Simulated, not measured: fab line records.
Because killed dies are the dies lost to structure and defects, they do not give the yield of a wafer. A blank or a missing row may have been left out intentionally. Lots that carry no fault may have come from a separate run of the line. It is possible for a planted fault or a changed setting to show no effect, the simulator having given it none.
Which of the tools did it? + flow gf180mcu + 13 lots with 39 wafers sampled at 4 steps, on a route of 602 steps

== WHAT THE GAUGES READ, wafer by wafer ==
GF_V4_THK_MEAS_03. Usual: V4_CVD_02_THK gives 847 nm (standard deviation 13).
| lot  | measured     | on           | V4_CVD_02_THK (nm) | flag |
|------|--------------|--------------|--------------------|------|
| L727 | day 23 19:47 | filmMetro-04 | 847 845 876        |      |
| L729 | day 24 16:13 | filmMetro-01 | 818 836 835        |      |
| L730 | day 24 23:17 | filmMetro-01 | 849 845 850        |      |
| L732 | day 25 22:14 | filmMetro-04 | 846 819 838        |      |
| L738 | day 27 13:30 | filmMetro-01 | 820 844 840        |      |
| L740 | day 28 09:42 | filmMetro-01 | 848 868 850        |      |
| L741 | day 28 13:49 | filmMetro-04 | 852 850 868        |      |
| L742 | day 28 17:58 | filmMetro-01 | 825 850 865        |      |
| L743 | day 29 03:53 | filmMetro-03 | 849 851 860        |      |
| L744 | day 29 06:00 | filmMetro-01 | 836 847 848        |      |
| L747 | day 30 05:08 | filmMetro-01 | 835 842 852        |      |
| L748 | day 30 12:13 | filmMetro-03 | 835 843 851        |      |
| L749 | day 30 17:05 | filmMetro-01 | 840 854 847        |      |

GF_V4_THK_MEAS_25: measures by xrf. Usual: V4_W_THK gives 355 nm (standard deviation 5.7).
| lot  | measured     | on           | V4_W_THK (nm) | flag |
|------|--------------|--------------|---------------|------|
| L727 | day 24 19:59 | filmMetro-03 | 353 352 354   |      |
| L729 | day 25 15:25 | filmMetro-01 | 354 357 357   |      |
| L730 | day 25 22:51 | filmMetro-01 | 348 351 349   |      |
| L732 | day 26 21:20 | filmMetro-04 | 357 358 353   |      |
| L738 | day 28 10:30 | filmMetro-03 | 353 358 355   |      |
| L740 | day 29 07:05 | filmMetro-03 | 360 352 357   |      |
| L741 | day 29 11:09 | filmMetro-01 | 354 353 358   |      |
| L742 | day 29 14:40 | filmMetro-01 | 350 353 346   |      |
| L743 | day 30 00:27 | filmMetro-01 | 350 348 350   |      |
| L744 | day 30 02:44 | filmMetro-01 | 349 347 347   |      |
| L747 | day 31 00:56 | filmMetro-01 | 350 348 349   |      |
| L748 | day 31 07:29 | filmMetro-04 | 359 351 355   |      |
| L749 | day 31 12:42 | filmMetro-01 | 356 352 355   |      |

== TOOL THAT RAN EACH LOT (tool first, then ch and the chambers of the sampled wafers, then the start) ==
| lot  | GF_V4_STRIP_18                      | GF_V4_SPUTTER_22            |
|------|-------------------------------------|-----------------------------|
| L727 | plasmaAsher-03 ch 0,1, day 24 19:07 | pvdSputter-04, day 24 19:43 |
| L729 | plasmaAsher-04 ch 0,1, day 25 14:33 | pvdSputter-03, day 25 15:09 |
| L730 | plasmaAsher-01 ch 0,1, day 25 21:58 | pvdSputter-04, day 25 22:34 |
| L732 | plasmaAsher-03 ch 0,1, day 26 20:28 | pvdSputter-02, day 26 21:04 |
| L738 | plasmaAsher-03 ch 1, day 28 09:37   | pvdSputter-04, day 28 10:13 |
| L740 | plasmaAsher-03 ch 0,1, day 29 06:13 | pvdSputter-03, day 29 06:49 |
| L741 | plasmaAsher-03 ch 0,1, day 29 10:17 | pvdSputter-02, day 29 10:51 |
| L742 | plasmaAsher-01 ch 0,1, day 29 13:39 | pvdSputter-02, day 29 14:20 |
| L743 | plasmaAsher-04 ch 0,1, day 29 23:34 | pvdSputter-02, day 30 00:11 |
| L744 | plasmaAsher-01 ch 0,1, day 30 01:49 | pvdSputter-02, day 30 02:27 |
| L747 | plasmaAsher-04 ch 0,1, day 31 00:04 | pvdSputter-03, day 31 00:40 |
| L748 | plasmaAsher-04 ch 0,1, day 31 06:38 | pvdSputter-03, day 31 07:12 |
| L749 | plasmaAsher-04 ch 0,1, day 31 11:49 | pvdSputter-03, day 31 12:25 |
- GF_V4_STRIP_18: strips in O2/N2.
- GF_V4_SPUTTER_22: material TiN, target thk 10 nm, time 40 s.

== AS READ BY THE TOOLS THEMSELVES (means over the sampled wafers that have a number; for cases with no such wafer, the mark the record gives instead) ==
GF_V4_STRIP_18. Usual: drypumpMotorCurrentA 5.7 A, standard deviation 0.67; heaterPowerW 338 W, standard deviation 29; oesProductAu 0.592 a.u., standard deviation 0.0056.
| lot  | tool           | drypumpMotorCurrentA (A) | heaterPowerW (W) | oesProductAu (a.u.) | flag |
|------|----------------|--------------------------|------------------|---------------------|------|
| L727 | plasmaAsher-03 | 5.6                      | 341              | 0.596               |      |
| L729 | plasmaAsher-04 | 5.5                      | 341              | 0.589               |      |
| L730 | plasmaAsher-01 | 5.7                      | 365              | 0.588               |      |
| L732 | plasmaAsher-03 | 5.6                      | 345              | 0.592               |      |
| L738 | plasmaAsher-03 | 5.6                      | 295              | 0.592               |      |
| L740 | plasmaAsher-03 | 5.6                      | 345              | 0.592               |      |
| L741 | plasmaAsher-03 | 5.6                      | 316              | 0.597               |      |
| L742 | plasmaAsher-01 | 5.7                      | 362              | 0.593               |      |
| L743 | plasmaAsher-04 | 5.5                      | 335              | 0.595               |      |
| L744 | plasmaAsher-01 | 6.1                      | 365              | 0.587               |      |
| L747 | plasmaAsher-04 | 5.4                      | 335              | 0.593               |      |
| L748 | plasmaAsher-04 | 6.0                      | 327              | 0.591               |      |
| L749 | plasmaAsher-04 | 5.5                      | 340              | 0.590               |      |

GF_V4_SPUTTER_22. Usual: chamberPressurePa 5.002 Pa, standard deviation 0.0092; throttleValvePct 29.8 %, standard deviation 0.96.
| lot  | tool          | chamberPressurePa (Pa) | throttleValvePct (%) | flag |
|------|---------------|------------------------|----------------------|------|
| L727 | pvdSputter-04 | 4.991                  | 30.4                 |      |
| L729 | pvdSputter-03 | 4.999                  | 30.6                 |      |
| L730 | pvdSputter-04 | 4.999                  | 30.3                 |      |
| L732 | pvdSputter-02 | 4.998                  | 29.5                 |      |
| L738 | pvdSputter-04 | 4.876                  | 30.3                 | OFF  |
| L740 | pvdSputter-03 | 4.994                  | 29.9                 |      |
| L741 | pvdSputter-02 | 5.006                  | 29.4                 |      |
| L742 | pvdSputter-02 | 5.004                  | 29.9                 |      |
| L743 | pvdSputter-02 | 5.009                  | 29.5                 |      |
| L744 | pvdSputter-02 | 4.996                  | 29.8                 |      |
| L747 | pvdSputter-03 | 5.007                  | 28.5                 |      |
| L748 | pvdSputter-03 | 5.004                  | 29.8                 |      |
| L749 | pvdSputter-03 | 5.001                  | 29.8                 |      |

== THE ANSWER, worked out from the rows above alone ==
Rule: take the mean of a lot's wafers that have a number; if it is more than 3 standard deviations from the usual mean, the lot is off. A lot without any number at a reading at which 4 lots or more have one is off too. The other lots that the step has rows for count as sound. First the gauges in route order, then the tools' own readings, where a lot's mean is used as printed above. The first step at which some lot is off is used, and at that step the reading that is off furthest; a lot without a number counts as furthest.
Off, at GF_V4_SPUTTER_22 on chamberPressurePa: L738.
If a tool, at that step or one of the process steps before it, ran each lot that is off and ran no sound lot following the first of them, it fits. One fits: GF_V4_SPUTTER_22 on pvdSputter-04. A fault onset in the window from L730 (day 25 22:34, its last sound lot) to L738 (day 28 10:13, its first lot off) fits.
The tool's own readings at GF_V4_SPUTTER_22 bear it out: on the lots that are off they differ by more than 5 times the standard deviation of the sound lots' means. chamberPressurePa reads 4.876 Pa there against 5.001 Pa on the sound lots.

== WHAT HAD BEEN PUT IN BY THE SIMULATOR ==
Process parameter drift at GF_V4_SPUTTER_22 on pvdSputter-04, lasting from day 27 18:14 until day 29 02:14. A move of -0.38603 in setting chamberPressurePa, from 5. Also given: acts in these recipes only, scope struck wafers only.
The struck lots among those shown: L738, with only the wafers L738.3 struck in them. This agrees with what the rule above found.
